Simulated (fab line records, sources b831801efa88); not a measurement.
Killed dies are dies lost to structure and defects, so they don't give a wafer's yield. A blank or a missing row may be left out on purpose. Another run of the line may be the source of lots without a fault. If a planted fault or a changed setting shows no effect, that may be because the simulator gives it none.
Which tool did it? | flow gf180mcu | 36 wafers from 12 lots sampled at 5 of the route's 602 steps

## WHAT THE GAUGES SHOWED, per wafer
GF_NWELL_OVL_MEAS_07. Usual: NWELL_OVL typically reads -1.9 nm, with standard deviation 1.7.
lot  | measured    | on         | NWELL_OVL (nm) | flag
L670 | day 3 06:56 | overlay-02 | -4.6 -3.4 -1.2 |
L672 | day 3 18:56 | overlay-01 | -4.6 -4.3 -3.5 |
L676 | day 4 20:11 | overlay-02 | -2.8 -1.6 -2.8 |
L677 | day 5 04:54 | overlay-02 | - - -          | OFF
L678 | day 5 05:15 | overlay-02 | - - -          | OFF
L679 | day 5 09:49 | overlay-02 | 1.2 -3.3 0.5   |
L680 | day 5 15:16 | overlay-01 | -2.6 -0.6 -3.3 |
L684 | day 6 13:36 | overlay-01 | -3.1 -3.4 -3.5 |
L688 | day 7 09:46 | overlay-02 | -0.1 0.6 1.2   |
L689 | day 7 17:47 | overlay-02 | 0.5 -1.4 0.4   |
L691 | day 8 01:27 | overlay-01 | -1.7 -1.6 -2.0 |
L692 | day 8 08:07 | overlay-01 | -0.6 -1.0 1.3  |

GF_LVPWELL_TW_MEAS_11. Usual: LVPWELL_TW typically reads 557, with standard deviation 5.8.
lot  | measured    | on            | LVPWELL_TW     | flag
L670 | day 3 20:51 | film_metro-03 | 553 551 550    |
L672 | day 4 09:29 | film_metro-03 | 552 552 553    |
L676 | day 5 11:40 | film_metro-04 | 561 559 561    |
L677 | day 5 21:32 | film_metro-04 | 1595 1597 1598 | OFF
L678 | day 5 20:24 | film_metro-03 | 1574 1575 1565 | OFF
L679 | day 6 01:08 | film_metro-02 | 563 566 567    |
L680 | day 6 06:38 | film_metro-03 | 556 553 553    |
L684 | day 7 06:11 | film_metro-04 | 559 563 560    |
L688 | day 8 03:08 | film_metro-03 | 551 550 551    |
L689 | day 8 10:53 | film_metro-03 | 551 549 545    |
L691 | day 8 18:35 | film_metro-03 | 551 550 547    |
L692 | day 9 02:11 | film_metro-03 | 551 547 548    |

GF_MVSD_TW_MEAS_11. Usual: MVSD_TW typically reads 1572, with standard deviation 18.
lot  | measured    | on            | MVSD_TW        | flag
L670 | day 4 10:53 | film_metro-03 | 1551 1549 1561 |
L672 | day 4 23:50 | film_metro-04 | 1572 1581 1576 |
L676 | day 6 02:26 | film_metro-03 | 1564 1554 1566 |
L677 | day 6 13:02 | film_metro-02 | 1986 1977 1995 | OFF
L678 | day 6 11:32 | film_metro-02 | 1979 1990 1989 | OFF
L679 | day 6 16:41 | film_metro-02 | 1589 1594 1597 |
L680 | day 6 22:53 | film_metro-04 | 1573 1577 1577 |
L684 | day 7 22:35 | film_metro-03 | 1571 1567 1567 |
L688 | day 8 19:55 | film_metro-04 | 1588 1585 1583 |
L689 | day 9 03:49 | film_metro-02 | 1587 1594 1588 |
L691 | day 9 11:35 | film_metro-03 | 1550 1537 1552 |
L692 | day 9 19:56 | film_metro-03 | 1543 1544 1539 |

GF_CONTACT_THK_MEAS_03. Usual: CONTACT_CVD_02_THK typically reads 861 nm, with standard deviation 13.
lot  | measured     | on            | CONTACT_CVD_02_THK (nm) | flag
L670 | day 15 03:23 | film_metro-02 | 846 860 878             |
L672 | day 16 00:43 | film_metro-02 | 856 838 850             |
L676 | day 17 12:11 | film_metro-03 | 864 860 892             |
L677 | day 18 07:56 | film_metro-03 | 856 849 868             |
L678 | day 18 05:26 | film_metro-03 | 853 863 860             |
L679 | day 18 13:02 | film_metro-02 | 870 854 870             |
L680 | day 19 00:14 | film_metro-04 | 864 840 887             |
L684 | day 20 11:48 | film_metro-03 | 846 859 881             |
L688 | day 21 12:28 | film_metro-03 | 854 845 857             |
L689 | day 22 02:29 | film_metro-04 | 861 859 860             |
L691 | day 22 19:05 | film_metro-03 | 844 866 882             |
L692 | day 23 01:40 | film_metro-02 | 871 875 849             |

## TOOL THAT RAN EACH LOT (tool first, then ch and the chambers of the sampled wafers, then the start)
lot  | GF_NWELL_COAT_02
L670 | litho_track-01 ch 0, day 3 00:41
L672 | litho_track-02 ch 0, day 3 12:17
L676 | litho_track-01 ch 0, day 4 13:21
L677 | litho_track-02, day 4 21:22
L678 | litho_track-04, day 4 21:25
L679 | litho_track-02 ch 0, day 5 02:13
L680 | litho_track-01 ch 0, day 5 08:13
L684 | litho_track-04 ch 0, day 6 05:44
L688 | litho_track-02 ch 0, day 7 01:50
L689 | litho_track-02 ch 0, day 7 09:37
L691 | litho_track-01 ch 0, day 7 17:06
L692 | litho_track-04 ch 0, day 7 23:49
- GF_NWELL_COAT_02: resist thk 3000 nm.

## AS READ BY THE TOOLS THEMSELVES (means over the sampled wafers that have a number; for cases with no such wafer, the mark the record gives instead)
GF_NWELL_COAT_02. Usual: chill_plate_temp_C 23.01 C, standard deviation 0.099; dispense_pressure_kPa 53.1 kPa, standard deviation 2.1.
lot  | tool           | chill_plate_temp_C (C) | dispense_pressure_kPa (kPa) | flag
L670 | litho_track-01 | 22.85                  | 51.3                        |
L672 | litho_track-02 | 23.16                  | 56.1                        |
L676 | litho_track-01 | 23.05                  | 51.3                        |
L677 | litho_track-02 | -                      | -                           | OFF
L678 | litho_track-04 | -                      | -                           | OFF
L679 | litho_track-02 | 22.99                  | 56.1                        |
L680 | litho_track-01 | 23.03                  | 51.3                        |
L684 | litho_track-04 | 22.98                  | 52.2                        |
L688 | litho_track-02 | 23.06                  | 56.0                        |
L689 | litho_track-02 | 23.05                  | 56.0                        |
L691 | litho_track-01 | 22.83                  | 51.3                        |
L692 | litho_track-04 | 23.08                  | 52.2                        |

## THE ANSWER, worked out from the rows above alone
Rule: take the mean of a lot's wafers that have a number; if it is more than 3 standard deviations from the usual mean, the lot is off. Also off: a lot with no number at a reading for which 4 or more lots have one. The other lots that the step has rows for count as sound. Order of review: gauges by route order, followed by the tools' own readings, for which a lot's mean as printed above is used. At the first step where some lot is off, the reading lying furthest off is the one used; lots without a number count as furthest.
Off: at GF_NWELL_OVL_MEAS_07 (NWELL_OVL), L677, L678. Without a number there: L677, L678.
A tool fits if, at a process step before that reading, it ran every lot that is off, and no sound lot after the first of them. Not tried: the gauges at GF_NWELL_OVL_MEAS_07; whatever is off there is also off at GF_LVPWELL_TW_MEAS_11, on other tools, and gauge error can't account for it. No candidate that was tried fits.

## WHAT WAS PUT IN BY THE SIMULATOR
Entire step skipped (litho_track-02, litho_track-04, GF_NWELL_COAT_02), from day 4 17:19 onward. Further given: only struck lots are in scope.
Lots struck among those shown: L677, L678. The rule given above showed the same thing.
